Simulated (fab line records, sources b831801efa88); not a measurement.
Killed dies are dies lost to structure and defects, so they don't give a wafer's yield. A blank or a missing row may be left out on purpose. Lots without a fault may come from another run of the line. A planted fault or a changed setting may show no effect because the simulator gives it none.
Problem report in the 8D (eight disciplines) form, filled by code | flow sky130 | the parts of the form that need people (team, actions taken, sign-off) are left out

1. THE PROBLEM
cd_nm at SKY_SD_N_CD_MEAS_07 reads a mean of 455.1 nm on 4 wafers of 3 lots; wafers without a fault read 380.3 nm with a standard deviation of 2.6. That is +29 standard deviations from the usual mean.
The step: target cd 380 nm.
First seen on wafer L729.3, day 32 18:55, on cd_sem-01. The record holds 30 wafers of 11 lots with a number at this step. Rule for "out", or "out of limits": more than 4 standard deviations from the usual mean. The other wafers with a number count as sound.

2. WHAT IT IS AND WHAT IT IS NOT
question                    | is                             | is not
which readings at this step | cd_nm                          | -
which lots                  | L729, L730, L731               | L714, L717, L718, L719, L720, L734, L735, L737
which wafers of those lots  | L729.3, L730.5, L731.3, L731.5 | L729.1, L731.6
read on which gauges        | cd_sem-01, cd_sem-02           | -
when                        | from day 32 18:55              | up to then (16 sound wafers); but 10 sound wafers of L731, L734, L735, L737 came after

3. SUSPECTS, AND WHAT RULES EACH OUT
Counting: a tool at a process step up to the reading stays a suspect if it ran every lot that is out. Sound lots after the first of them don't rule it out here, since some wafers of a struck lot are sound.
- the gauge at SKY_SD_N_CD_MEAS_07: ruled out. The wafers that are out were read on 2 gauges (cd_sem-01, cd_sem-02).
- litho_track-01 at SKY_SD_N_COAT_02 (resist thk 1140 nm): kept. It ran every lot that is out, first L729 (day 32 05:30); its last sound lot up to then is L720 (day 29 11:25).
Left after counting: litho_track-01 at SKY_SD_N_COAT_02.

4. THE CAUSE (what the simulator had put in)
Process parameter drift: litho_track-01, from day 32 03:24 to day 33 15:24, at SKY_SD_N_COAT_02. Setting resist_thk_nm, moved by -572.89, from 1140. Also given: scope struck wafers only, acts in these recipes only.
Counting left only this tool.

5. THE CHAIN OF EFFECTS, in route order
Each row: a reading whose mean over the struck wafers that have a number lies more than 3 standard deviations from the usual. Only readings for which the record gives a usual standard deviation are gone through. hours: the time from each lot's start at the first step in this table that gives one to its start at this step, as a median over the lots. sigmas: the change in usual standard deviations.
hours | step                | reading                  | usual      | on struck wafers | change | sigmas
0     | SKY_SD_N_CD_MEAS_07 | cd_nm                    | 380.3 nm   | 455.1            | +74.8  | +29
4     | SKY_SD_N_STRIP_11   | oes_product_au           | 0.528 a.u. | 0.445            | -0.083 | -17
4     | SKY_SD_N_STRIP_11   | strip_time_to_endpoint_s | 22.55 s    | 16.04            | -6.51  | -99 or more
The process steps in it:
- SKY_SD_N_STRIP_11: strips in O2/N2.

6. WHAT WOULD HAVE CAUGHT IT SOONER
In this record the first reading out of limits at a measuring or inspecting step was taken at day 32 18:55, 16 hours after the fault began at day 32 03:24.
Of the tool readings at SKY_SD_N_COAT_02 for which the record gives a usual standard deviation, none was out on any struck wafer, so an alarm limit of 4 standard deviations on them would not have fired.
All the lots that are out (3) had begun SKY_SD_N_COAT_02 on litho_track-01 by day 32 18:55. A hold on the tool at that time would have spared none of them.
